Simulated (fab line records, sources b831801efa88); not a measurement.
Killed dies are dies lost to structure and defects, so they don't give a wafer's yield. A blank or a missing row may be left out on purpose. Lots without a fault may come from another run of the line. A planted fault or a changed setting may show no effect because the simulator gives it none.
Chamber matching | flow sky130 | SKY_CONTACT_ETCH_17 on rie_diel-03: 4 sister chambers
The step etches SiO2 in C4F8/O2/Ar, stops on Si3N4, target depth 340 nm. 8 wafers are shown with their chamber, then 7 later ones without.

WAFERS WITH THEIR CHAMBER
wafer  | chamber | oes_product_au (a.u.)
L936.2 | 1       | 0.898
L937.6 | 0       | 0.891
L939.1 | 0       | 0.896
L939.3 | 2       | 0.890
L938.2 | 1       | 0.888
L938.3 | 2       | 0.899
L944.1 | 3       | 0.890
L944.5 | 3       | 0.895

WAFERS WITHOUT THEIR CHAMBER
wafer  | oes_product_au (a.u.)
L944.6 | 0.894
L955.1 | 0.897
L955.2 | 0.898
L955.4 | 0.895
L958.1 | 0.898
L958.2 | 0.897
L958.5 | 0.893

WHICH CHAMBER EACH WENT THROUGH
wafer  | from the rows above               | in truth
L944.6 | can't be placed: 0 or 2 or 1 or 3 | 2
L955.1 | can't be placed: 2 or 0 or 1 or 3 | 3
L955.2 | can't be placed: 2 or 0 or 1 or 3 | 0
L955.4 | can't be placed: 2 or 0 or 1 or 3 | 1
L958.1 | can't be placed: 2 or 0 or 1 or 3 | 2
L958.2 | can't be placed: 2 or 0 or 1 or 3 | 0
L958.5 | can't be placed: 1 or 0 or 3 or 2 | 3
Placed correctly: 0 of 7. Can't be placed from these rows: 7 (the true chamber is among the candidates in 7). Placed wrongly: 0.
How it was worked out, from the rows above alone: a wafer's distance from a chamber is the root of the sum, over the readings, of the square of ((its reading less the chamber's mean) divided by the reading's scatter). The wafer belongs to the nearest chamber; if the next one is less than 2 further off, it can't be placed. A chamber's mean is the mean of its shown wafers. The scatter: the root of (the sum of the squares of (reading less its chamber's mean) over the shown wafers, divided by (wafers less chambers)).
